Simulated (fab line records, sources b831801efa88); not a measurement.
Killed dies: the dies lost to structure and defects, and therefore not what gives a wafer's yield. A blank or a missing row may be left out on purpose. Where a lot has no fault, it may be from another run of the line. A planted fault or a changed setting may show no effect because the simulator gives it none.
A struck lot beside a sound one | flow gf180mcu | 18 steps out of a route of 602
Sound: these wafers, L684.1, L684.2, L684.6. The struck wafers were L686.1, L686.2, L686.6. Last of all comes the cause.
For every step that has rows: the tool of each side, followed by ch and its chambers, followed by its first start. Under that, the readings that differ: sound wafers | struck wafers | difference of the means | sigmas: that difference in standard deviations of wafers without a fault.
alike: readings whose means differ by less than 2 such deviations, and words and numbers that are the same on both sides. not compared: withheld readings, readings that some wafer has no value for, bounds like >300 that may hide the same value, and numbers for which the record gives no deviation and whose values overlap.
The two part at a step that has a row with sigmas, a row that says differs or no value, or rows on one side only. When numbers do not overlap yet have no deviation, they are printed without sigmas and do not part them. Lack of a reading on every wafer of one side parts them only where that side has two or more wafers.

first, 1 step without rows for these wafers: GF_HV_LDD_CLEAN_51 (cleans in SC1/SC2, time 150 s).
GF_HV_LDD_RTA_52: time 10 s.
  sound on rtp anneal-02 ch 0, day 17 13:22; struck on rtp anneal-01 ch 0, day 17 20:22
  alike: lamp power pct, wafer_temp_C_max
GF_HV_LDD_RS_MEAS_53: measurement is done with a four-point probe.
  sound: film metro-02 at day 17 13:26; struck: film metro-03 at day 17 20:30
  alike: HV_LDD_RS
then, 1 step without rows for these wafers: GF_HV_LDD_CVD_54 (deposits SiO2 from TEOS, target thk 10 nm, time 75 s).
GF_HV_LDD_THK_MEAS_55:
  sound: film metro-03 at day 17 14:35; struck: film metro-04 at day 17 21:38
  alike: HV_LDD_CVD_54_THK
then, 1 step without rows for these wafers: GF_HV_LDD_CVD_56 (deposits Si3N4 from DCS/NH3, target thk 90 nm, time 1543 s).
GF_HV_LDD_THK_MEAS_57:
  sound: film metro-04 at day 17 16:32; struck: film metro-03 at day 17 23:08
  alike: HV_LDD_CVD_56_THK
GF_HV_LDD_ETCHBACK_58: etches Si3N4 in CH3F/O2, stops on SiO2, time 100 s, target depth 90 nm.
  sound on rie diel-02 ch 0,1,2, day 17 16:35; struck on rie diel-02 ch 0,2, day 17 23:11
  alike: chamber pressure mTorr, drypump motor current A, oes product au, throttle valve pct
  not compared: rf hours counter h
then, 4 steps without rows for these wafers: GF_NSD_DEHYDRATE_00 (time 60 s); GF_NSD_HMDS_01 (prime time 60 s); GF_NSD_COAT_02 (resist thk 1000 nm); GF_NSD_SOFTBAKE_03 (time 60 s).
GF_NSD_EXPOSE_04: exposes mask Nplus, target cd 400 nm.
  sound on iline stepper-02 ch 0, day 18 04:32; struck on iline stepper-01 ch 0, day 18 10:51
  reading                     | sound                   | struck               | difference | sigmas
  model.NSD.overlay x nm (nm) | -0.8453 -0.8453 -0.8453 | -142.1 -142.1 -142.1 | -141.3     |
  alike: mask
then, 2 steps without rows for these wafers: GF_NSD_PEB_05; GF_NSD_DEVELOP_06 (develop time 60 s).
GF_NSD_CD_MEAS_07: the cd target is 400 nm.
  sound: cd sem-01 at day 18 15:34; struck: cd sem-02 at day 18 22:00
  alike: cd nm
GF_NSD_OVL_MEAS_08:
  sound: overlay-01 at day 18 15:41; struck: overlay-01 at day 18 22:07
  reading      | sound         | struck               | difference | sigmas
  NSD_OVL (nm) | -0.2 0.2 -0.8 | -141.6 -139.6 -139.9 | -140.1     | -99 or more
then, 1 step without rows for these wafers: GF_NSD_IMPLANT_09.

WHERE THEY PART
Only at GF_NSD_OVL_MEAS_08, as far as this record shows.

WHY: the cause the simulator had injected
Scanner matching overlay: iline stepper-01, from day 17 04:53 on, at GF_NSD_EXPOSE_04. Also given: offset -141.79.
